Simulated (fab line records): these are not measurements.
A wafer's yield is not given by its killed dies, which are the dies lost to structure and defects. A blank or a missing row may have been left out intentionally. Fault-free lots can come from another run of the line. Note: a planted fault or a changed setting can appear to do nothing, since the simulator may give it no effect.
A struck lot beside a sound one | flow sky130 | 34 out of 708 route steps
Sound: these wafers, L552.2, L552.5, L552.6. Struck: wafer L541.3 (L541.5, L541.6, from the same lot, were not struck and are left out); the cause is given at the end.
Each step with rows lists, per side, the tool, then ch with its chambers, then its first start. Under that, the readings that differ: sound wafers | struck wafers | difference of the means | sigmas: that difference in standard deviations of wafers without a fault.
alike: words and numbers the same on both sides, and readings whose means are apart by under 2 such deviations; not compared: readings that were withheld, readings missing a value for some wafer, numbers with overlapping values and no deviation given by the record, and bounds like >300 which may hide the same value.
Wherever a step has rows on one side only, a row that says differs or no value, or a row with sigmas, the two part there. Non-overlapping numbers with no deviation appear without sigmas and do not part them. Lack of a reading on every wafer of one side parts them only where that side has two or more wafers.

first, 8 steps without rows for these wafers: SKY_LOCAL_INTERCONNECT_ETCH_13 (etches BARC in N2/H2, stops on SiO2, time 45.9 s, target depth 60 nm); SKY_LOCAL_INTERCONNECT_METAL_ETCH_14 (etches TiN in Cl2/BCl3, stops on PSG, target depth 110 nm, time 31.4 s); SKY_LOCAL_INTERCONNECT_STRIP_15 (strips in O2/N2); SKY_LOCAL_INTERCONNECT_STRIP_16 (strips in post etch residue remover, time 1200 s); SKY_LOCAL_INTERCONNECT_CLEAN_17 (cleans in IPA, time 180 s); SKY_LOCAL_INTERCONNECT_CLEAN_18 (cleans in O3/DIW); SKY_CONTACT_CVD_00 (deposits Si3N4, target thk 75 nm); SKY_CONTACT_HDPCVD_02 (deposits SiO2, target thk 565 nm, time 94.2 s).
SKY_CONTACT_CMP_04: polishes SiO2.
  sound on cmp-02 ch 0,1,2, day 36 00:56; struck on cmp-01 ch 1, day 32 16:05
  reading                                     | sound             | struck | difference | sigmas
  model.SiO2_of_CONTACT_HDPCVD_02.thk_nm (nm) | 340.7 339.4 340.7 | 305.3  | -35.0      |
  alike: motor_current_A, slurry_flow_ml_min, time_to_endpoint_s
then, 9 steps without rows for these wafers: SKY_CONTACT_DEHYDRATE_06 (time 60 s); SKY_CONTACT_HMDS_07 (prime time 60 s); SKY_CONTACT_COAT_08 (resist thk 60 nm); SKY_CONTACT_COAT_09 (resist thk 450 nm); SKY_CONTACT_SOFTBAKE_10 (time 90 s); SKY_CONTACT_EXPOSE_11 (exposes mask CTM1, target cd 170 nm); SKY_CONTACT_PEB_12; SKY_CONTACT_DEVELOP_13 (develop time 60 s); SKY_CONTACT_ETCH_16 (etches BARC in N2/H2, stops on SiO2, time 45.9 s, target depth 60 nm).
SKY_CONTACT_ETCH_17: etches SiO2 in C4F8/O2/Ar, stops on Si3N4, target depth 340 nm.
  sound on rie_diel-03 ch 0,1,3, day 37 03:26; struck on rie_diel-03 ch 3, day 33 19:26
  reading                             | sound             | struck | difference | sigmas
  oes_product_au (a.u.)               | 0.890 0.891 0.897 | 0.834  | -0.059     | -11
  model.etch.depth_nm (nm)            | 340.7 339.4 340.7 | 305.3  | -35.0      |
  model.CONTACT.feature_depth_nm (nm) | 340.7 339.4 340.7 | 305.3  | -35.0      |
then, 13 steps without rows for these wafers: SKY_CONTACT_ETCH_18 (etches Si3N4 in CHF3/O2, stops on TiN, time 39 s, target depth 75 nm); SKY_CONTACT_STRIP_19 (strips in O2/N2); SKY_CONTACT_STRIP_20 (strips in post etch residue remover, time 1200 s); SKY_CONTACT_CLEAN_21 (cleans in IPA, time 180 s); SKY_CONTACT_CLEAN_22 (cleans in O3/DIW); SKY_CONTACT_SPUTTER_23 (material TiN, target thk 20 nm, time 80 s); SKY_CONTACT_CVD_24 (deposits W, target thk 340 nm, time 102.12 s); SKY_CONTACT_CMP_27 (polishes, stops on SiO2, t overpolish 15 s, target thk 0 nm); SKY_METAL1_SPUTTER_00 (material Ti, target thk 15 nm, time 10 s); SKY_METAL1_SPUTTER_01 (material TiN, target thk 20 nm, time 16.7 s); SKY_METAL1_SPUTTER_02 (material AlCu, target thk 250 nm, time 13.3 s); SKY_METAL1_SPUTTER_03 (material Ti, target thk 5 nm, time 3.3 s); SKY_METAL1_SPUTTER_04 (material TiN, target thk 70 nm, time 58.3 s).
SKY_METAL1_METAL_ETCH_19: etches the open film in Cl2/BCl3, stops on SiO2, target depth 360 nm, time 78 s.
  sound on rie_metal-04 ch 0,1, day 38 06:26; struck on rie_metal-02 ch 1, day 35 00:18
  reading                                     | sound             | struck | difference | sigmas
  drypump_motor_current_A (A)                 | 5.8 5.8 5.4       | 6.5    | +0.8       | +2
  model.SiO2_of_CONTACT_HDPCVD_02.thk_nm (nm) | 326.3 324.9 326.4 | 291.3  | -34.6      |
  alike: mfc_cl2_sccm, oes_product_au, throttle_valve_pct
  not compared: rf_hours_counter_h
following that, these wafers have no rows for 1 step: SKY_PAD_OPEN_PROBE_99.

== WHERE THEY PART ==
First at SKY_CONTACT_ETCH_17; last, within this record, at SKY_METAL1_METAL_ETCH_19.

WHY: the cause the simulator had injected
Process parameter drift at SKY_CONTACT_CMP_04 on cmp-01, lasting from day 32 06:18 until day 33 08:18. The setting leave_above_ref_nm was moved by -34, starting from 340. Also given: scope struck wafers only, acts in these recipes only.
